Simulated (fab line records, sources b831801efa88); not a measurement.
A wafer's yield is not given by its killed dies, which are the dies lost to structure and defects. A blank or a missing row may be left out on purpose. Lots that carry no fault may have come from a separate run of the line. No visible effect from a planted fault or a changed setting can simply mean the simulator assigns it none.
Split-lot experiment -- flow sky130 -- 23 wafers read across 5 lots, on a route 708 steps long

== SPLIT DETAILS ==
At SKY_METAL3_SPUTTER_02 (material AlCu, target thk 735 nm, time 39.1 s), the setting power w was moved away from the recipe's 10600 W on 4 of the 23 wafers read, by -11.7% to +10.8%. For the rest of the wafers, this setting stayed at what the recipe calls for.

The reading is taken at the split's own step.

== THE READING ==
AlCu_of_METAL3_SPUTTER_02.thk nm (the simulator's own value, which no gauge read), in nm, at SKY_METAL3_SPUTTER_02 (material AlCu, target thk 735 nm, time 39.1 s). There is no usual value for it anywhere in the file. The 19 wafers here that ran the recipe average 731.7 nm, standard deviation 5.6 nm.

wafer,"tool, chamber at the split","power w as run, W",against the recipe,"AlCu_of_METAL3_SPUTTER_02.thk nm, nm",against lot-mates on the recipe
L076.1,"pvd sputter-03, -",10600,recipe,722.3,-
L076.2,"pvd sputter-03, -",10600,recipe,733.4,-
L076.3,"pvd sputter-03, -",10600,recipe,725.8,-
L076.5,"pvd sputter-03, -",11750,+10.8%,799.9,+72.7
L076.6,"pvd sputter-03, -",11750,+10.8%,807,+79.8
L077.2,"pvd sputter-02, -",9361,-11.7%,650.3,-83.4
L077.3,"pvd sputter-02, -",10600,recipe,743.5,-
L077.4,"pvd sputter-02, -",9361,-11.7%,646,-87.7
L077.5,"pvd sputter-02, -",10600,recipe,726.5,-
L077.6,"pvd sputter-02, -",10600,recipe,731.2,-
L079.2,"pvd sputter-01, -",10600,recipe,733.2,-
L079.3,"pvd sputter-01, -",10600,recipe,729.3,-
L079.4,"pvd sputter-01, -",10600,recipe,730.5,-
L079.5,"pvd sputter-01, -",10600,recipe,725.8,-
L079.6,"pvd sputter-01, -",10600,recipe,737.8,-
L081.2,"pvd sputter-01, -",10600,recipe,726.7,-
L081.4,"pvd sputter-01, -",10600,recipe,729.9,-
L081.6,"pvd sputter-01, -",10600,recipe,724.9,-
L085.1,"pvd sputter-02, -",10600,recipe,736.2,-
L085.2,"pvd sputter-02, -",10600,recipe,735.6,-
L085.4,"pvd sputter-02, -",10600,recipe,740.6,-
L085.5,"pvd sputter-02, -",10600,recipe,737.2,-
L085.6,"pvd sputter-02, -",10600,recipe,732.5,-

THE FIT
A straight line over all 23 wafers: AlCu_of_METAL3_SPUTTER_02.thk nm changes by +6.9 nm for each +1% of power w; r = +0.99; the points scatter about the line by 5.6 nm.
The same after taking each lot's own level away (the mean of its wafers on the recipe; 23 wafers): +7.19 nm for each +1%; r = +0.99; scatter 4.3 nm.
According to that fit, moving power w by its largest amount changes the reading by 84 nm.
Across the lots, their own levels run from 727.17 to 736.42 nm, a range of 1.7 times the standard deviation given above.
Consequently the slope shifts little with the lot-to-lot level, the two slopes agreeing.
Check: -84.7 nm against its lot-mates is what the line predicts for one of the wafers moved furthest among these (-11.7%) when that wafer is left out of the fit. Against them it came out at -83.4 nm.

== THE OTHER SPLITS THESE WAFERS WENT THROUGH ==
Other splits were also applied to these wafers ahead of the reading. Each is held against what the fit with the lots' levels taken away leaves over:
other split on the same wafers,wafers away from the commonest value,r with AlCu_of_METAL3_SPUTTER_02.thk nm (lot level and that fit taken away)
SKY_LI_CONTACT_DEVELOP_11 dev temp c,10,+0.17
SKY_LI_CONTACT_CVD_21 temp c,7,+0.05
SKY_LOCAL_INTERCONNECT_COAT_06 resist thk nm,11,-0.15
SKY_METAL1_SPUTTER_00 time s,7,+0.07
SKY_METAL2_SPUTTER_04 power w,8,-0.35
SKY_VIA2_HDPCVD_00 time s,9,+0.03

== FILE'S OWN FIT ==
AlCu_of_METAL3_SPUTTER_02.thk nm changes by +7.19 nm for each +1% of power w, r = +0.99.
